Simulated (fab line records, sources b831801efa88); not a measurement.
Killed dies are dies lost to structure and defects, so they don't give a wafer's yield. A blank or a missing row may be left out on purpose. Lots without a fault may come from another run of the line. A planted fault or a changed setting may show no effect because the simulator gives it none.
Split-lot experiment | flow sky130 | 5 lots, 23 wafers read, on a route of 708 steps

THE SPLIT
At SKY_POLY_GATE_ETCH_15 (etches BARC in N2/H2, stops on SiO2, time 118.5 s, target depth 110 nm), the setting source_w was moved away from the recipe's 500 W on 4 of the 23 wafers read, by -11.7% to -6.5%. The other wafers ran this setting at the recipe's value.

The reading is taken at the split's own step.

THE READING
KrF-thick_of_POLY_GATE_COAT_08.thk_nm (the simulator's own value, which no gauge read), in nm, at SKY_POLY_GATE_ETCH_15 (etches BARC in N2/H2, stops on SiO2, time 118.5 s, target depth 110 nm). The file gives no usual value for it. The 19 wafers here that ran the recipe average 344.6 nm, standard deviation 1.7 nm.

wafer  | tool, chamber at the split | source_w as run, W | against the recipe | KrF-thick_of_POLY_GATE_COAT_08.thk_nm, nm | against lot-mates on the recipe
L077.1 | rie_diel-02, 0             | 500                | recipe             | 344.6                                     | -
L077.2 | rie_diel-02, 3             | 500                | recipe             | 341.5                                     | -
L077.3 | rie_diel-02, 2             | 467.4              | -6.5%              | 350.8                                     | +6.8
L077.4 | rie_diel-02, 1             | 467.4              | -6.5%              | 352.3                                     | +8.3
L077.5 | rie_diel-02, 2             | 500                | recipe             | 345.9                                     | -
L074.1 | rie_diel-04, 0             | 500                | recipe             | 341.7                                     | -
L074.2 | rie_diel-04, 2             | 500                | recipe             | 343.1                                     | -
L074.3 | rie_diel-04, 3             | 500                | recipe             | 345.4                                     | -
L074.5 | rie_diel-04, 3             | 500                | recipe             | 345.4                                     | -
L074.6 | rie_diel-04, 0             | 500                | recipe             | 342.9                                     | -
L079.2 | rie_diel-02, 0             | 500                | recipe             | 344                                       | -
L079.3 | rie_diel-02, 2             | 500                | recipe             | 344.3                                     | -
L079.4 | rie_diel-02, 1             | 500                | recipe             | 345.9                                     | -
L079.5 | rie_diel-02, 0             | 500                | recipe             | 344.8                                     | -
L079.6 | rie_diel-02, 3             | 500                | recipe             | 341.4                                     | -
L080.1 | rie_diel-03, 2             | 441.4              | -11.7%             | 352.7                                     | +7.0
L080.2 | rie_diel-03, 0             | 500                | recipe             | 345.7                                     | -
L080.3 | rie_diel-03, 1             | 500                | recipe             | 345.8                                     | -
L080.4 | rie_diel-03, 1             | 441.4              | -11.7%             | 354.9                                     | +9.2
L080.5 | rie_diel-03, 2             | 500                | recipe             | 345.6                                     | -
L082.4 | rie_diel-04, 0             | 500                | recipe             | 346.2                                     | -
L082.5 | rie_diel-04, 0             | 500                | recipe             | 345.5                                     | -
L082.6 | rie_diel-04, 1             | 500                | recipe             | 348.1                                     | -

THE FIT
A straight line over all 23 wafers: KrF-thick_of_POLY_GATE_COAT_08.thk_nm changes by -0.843 nm for each +1% of source_w; r = -0.87; the points scatter about the line by 1.8 nm.
The same after taking each lot's own level away (the mean of its wafers on the recipe; 23 wafers): -0.791 nm for each +1%; r = -0.88; scatter 1.6 nm.
On that fit, the largest move of source_w shifts the reading by 9.3 nm.
The lots' own levels span 343.70 to 346.60 nm, that is 1.7 times the standard deviation above.
So the lot-to-lot level changes the slope little: the two slopes agree.
Check: with one of the wafers moved furthest among these (-11.7%) left out of the fit, the line predicts +10.9 nm for it against its lot-mates. It came out at +7 nm against them.

OTHER SPLITS ON THESE WAFERS
These wafers also went through other splits before the reading. Each is held against what the fit with the lots' levels taken away leaves over:
other split on the same wafers           | wafers away from the commonest value | r with KrF-thick_of_POLY_GATE_COAT_08.thk_nm (lot level and that fit taken away)
SKY_VT_ADJUST_HVTP_SOFTBAKE_03 temp_c    | 10                                   | +0.04
SKY_VT_ADJUST_LVTN_IMPLANT_08 energy_kev | 11                                   | -0.06
SKY_VT_ADJUST_HVTR_STRIP_10 power_w      | 7                                    | +0.42
SKY_SONOS_TUNNEL_COAT_02 spin_rpm        | 8                                    | +0.03
SKY_SONOS_TUNNEL_IMPLANT_09 energy_kev   | 10                                   | -0.17
SKY_SONOS_ONO_OXIDATION_00 ox_time_s     | 18                                   | +0.09
SKY_SONOS_ONO_DEVELOP_12 dev_temp_c      | 8                                    | +0.23
SKY_SONOS_ONO_ETCH_15 source_w           | 7                                    | -0.11
SKY_GATE_OXIDE_COAT_05 resist_thk_nm     | 5                                    | +0.09
SKY_POLY_GATE_IMPLANT_02 energy_kev      | 8                                    | +0.00

THE FILE'S OWN FIT
KrF-thick_of_POLY_GATE_COAT_08.thk_nm changes by -0.804 nm for each +1% of source_w, r = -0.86.
